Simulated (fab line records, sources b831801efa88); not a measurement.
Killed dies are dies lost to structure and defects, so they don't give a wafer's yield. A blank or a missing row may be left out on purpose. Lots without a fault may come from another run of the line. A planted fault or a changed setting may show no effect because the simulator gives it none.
Tool commonality check | flow sky130 | 10 lots, 30 wafers sampled

WHY IT WAS OPENED
At SKY_VIA3_RS_MEAS_22 the reading VIA3_W_RS is flagged on 2 of 10 lots. Wafers without a fault read 0.296 ohm/sq, standard deviation 0.004.
Rule: a lot is flagged when every wafer of it that has a number lies more than 4 standard deviations from that mean, or none has a number. The other lots count as sound.

lot  | measured     | on            | VIA3_W_RS (ohm/sq), wafer by wafer | flag
L231 | day 39 12:13 | film_metro-02 | 0.295 0.298 0.296                  |
L233 | day 40 03:30 | film_metro-01 | 0.297 0.292 0.295                  |
L235 | day 40 15:50 | film_metro-02 | 0.291 0.298 0.294                  |
L237 | day 41 15:32 | film_metro-02 | 0.290 0.298 0.294                  |
L239 | day 42 01:34 | film_metro-01 | 0.291 0.297 0.293                  |
L243 | day 43 03:50 | film_metro-02 | 0.553 0.549 0.572                  | FLAGGED
L244 | day 43 13:22 | film_metro-03 | 0.570 0.569 0.575                  | FLAGGED
L245 | day 43 23:47 | film_metro-02 | 0.291 0.294 0.292                  |
L250 | day 45 09:52 | film_metro-01 | 0.291 0.292 0.287                  |
L253 | day 46 00:32 | film_metro-03 | 0.290 0.295 0.294                  |
The numbers of the flagged lots are 0.565 ohm/sq on average: +0.269 ohm/sq against the usual, or +67 standard deviations.

WHICH TOOL RAN EACH LOT
The record holds 4 process steps before the reading, out of a route of 708 steps. In each cell: the tool, then ch and the chambers that the sampled wafers went through, then the start.
lot  | flag    | SKY_VIA3_ETCH_14                   | SKY_VIA3_ETCH_15                   | SKY_VIA3_SPUTTER_20          | SKY_VIA3_CVD_21
L231 |         | rie_diel-01 ch 1,2,3, day 39 11:18 | rie_diel-01 ch 1,2,3, day 39 11:20 | pvd_sputter-01, day 39 12:02 | cvd_w-02 ch 1, day 39 12:05
L233 |         | rie_diel-03 ch 0,2,3, day 40 02:36 | rie_diel-03 ch 0,2,3, day 40 02:38 | pvd_sputter-01, day 40 03:18 | cvd_w-02 ch 0,1, day 40 03:22
L235 |         | rie_diel-03 ch 0,1,2, day 40 14:56 | rie_diel-03 ch 0,1,2, day 40 14:58 | pvd_sputter-03, day 40 15:37 | cvd_w-02 ch 0,1, day 40 15:41
L237 |         | rie_diel-03 ch 2,3, day 41 14:38   | rie_diel-03 ch 2,3, day 41 14:40   | pvd_sputter-02, day 41 15:19 | cvd_w-01 ch 0,1, day 41 15:23
L239 |         | rie_diel-02 ch 0,1,3, day 42 00:41 | rie_diel-02 ch 0,1,3, day 42 00:43 | pvd_sputter-02, day 42 01:22 | cvd_w-02 ch 0,1, day 42 01:26
L243 | FLAGGED | rie_diel-01 ch 0,1, day 43 02:56   | rie_diel-01 ch 0,1, day 43 02:58   | pvd_sputter-03, day 43 03:37 | cvd_w-02 ch 0,1, day 43 03:41
L244 | FLAGGED | rie_diel-02 ch 0,2,3, day 43 12:27 | rie_diel-02 ch 0,2,3, day 43 12:29 | pvd_sputter-02, day 43 13:08 | cvd_w-02 ch 0,1, day 43 13:14
L245 |         | rie_diel-01 ch 0,1, day 43 22:54   | rie_diel-01 ch 0,1, day 43 22:56   | pvd_sputter-01, day 43 23:35 | cvd_w-01 ch 0,1, day 43 23:39
L250 |         | rie_diel-03 ch 0,1,3, day 45 08:56 | rie_diel-03 ch 0,1,3, day 45 08:58 | pvd_sputter-02, day 45 09:40 | cvd_w-01 ch 0,1, day 45 09:44
L253 |         | rie_diel-02 ch 0,1, day 45 23:11   | rie_diel-02 ch 0,1, day 45 23:13   | pvd_sputter-01, day 46 00:20 | cvd_w-01 ch 0,1, day 46 00:24
What these steps do:
- SKY_VIA3_ETCH_14: etches BARC in N2/H2, stops on SiO2, time 45.9 s, target depth 60 nm.
- SKY_VIA3_ETCH_15: etches SiO2 in C4F8/O2/Ar, stops on TiN, target depth 507 nm, time 78 s.
- SKY_VIA3_SPUTTER_20: material TiN, target thk 20 nm, time 80 s.
- SKY_VIA3_CVD_21: deposits W, target thk 390 nm, time 117.31 s.
- SKY_VIA3_RS_MEAS_22: measures by four-point-probe.

FLAGGED OVER TOTAL, TOOL BY TOOL (the gauges that took the reading come last)
step                | tool           | lots run | flagged | share of the flagged lots | sound lots run after its first flagged lot
SKY_VIA3_ETCH_14    | rie_diel-01    | 3        | 1       | some                      | 1 (L245)
SKY_VIA3_ETCH_14    | rie_diel-02    | 3        | 1       | some                      | 1 (L253)
SKY_VIA3_ETCH_14    | rie_diel-03    | 4        | 0       | none                      | -
SKY_VIA3_ETCH_15    | rie_diel-01    | 3        | 1       | some                      | 1 (L245)
SKY_VIA3_ETCH_15    | rie_diel-02    | 3        | 1       | some                      | 1 (L253)
SKY_VIA3_ETCH_15    | rie_diel-03    | 4        | 0       | none                      | -
SKY_VIA3_SPUTTER_20 | pvd_sputter-01 | 4        | 0       | none                      | -
SKY_VIA3_SPUTTER_20 | pvd_sputter-02 | 4        | 1       | some                      | 1 (L250)
SKY_VIA3_SPUTTER_20 | pvd_sputter-03 | 2        | 1       | some                      | 0
SKY_VIA3_CVD_21     | cvd_w-01       | 4        | 0       | none                      | -
SKY_VIA3_CVD_21     | cvd_w-02       | 6        | 2       | all                       | 0
SKY_VIA3_RS_MEAS_22 | film_metro-01  | 3        | 0       | none                      | -
SKY_VIA3_RS_MEAS_22 | film_metro-02  | 5        | 1       | some                      | 1 (L245)
SKY_VIA3_RS_MEAS_22 | film_metro-03  | 2        | 1       | some                      | 1 (L253)

WHAT THE TABLE ALLOWS
1 row of the table ran every flagged lot: cvd_w-02 at SKY_VIA3_CVD_21.
- cvd_w-02 at SKY_VIA3_CVD_21: 2 of its 6 lots flagged. Its last sound lot is L239 (day 42 01:26), its first flagged lot L243 (day 43 03:41): a fault that began between those two fits.
One tool is left: cvd_w-02 at SKY_VIA3_CVD_21.

WHAT THE SIMULATOR HAD PUT IN
Process parameter drift: cvd_w-02, from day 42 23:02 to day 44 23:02, at SKY_VIA3_CVD_21. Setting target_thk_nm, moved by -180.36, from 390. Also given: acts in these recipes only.
Lots struck among those shown: L243, L244. The rule above found the same.
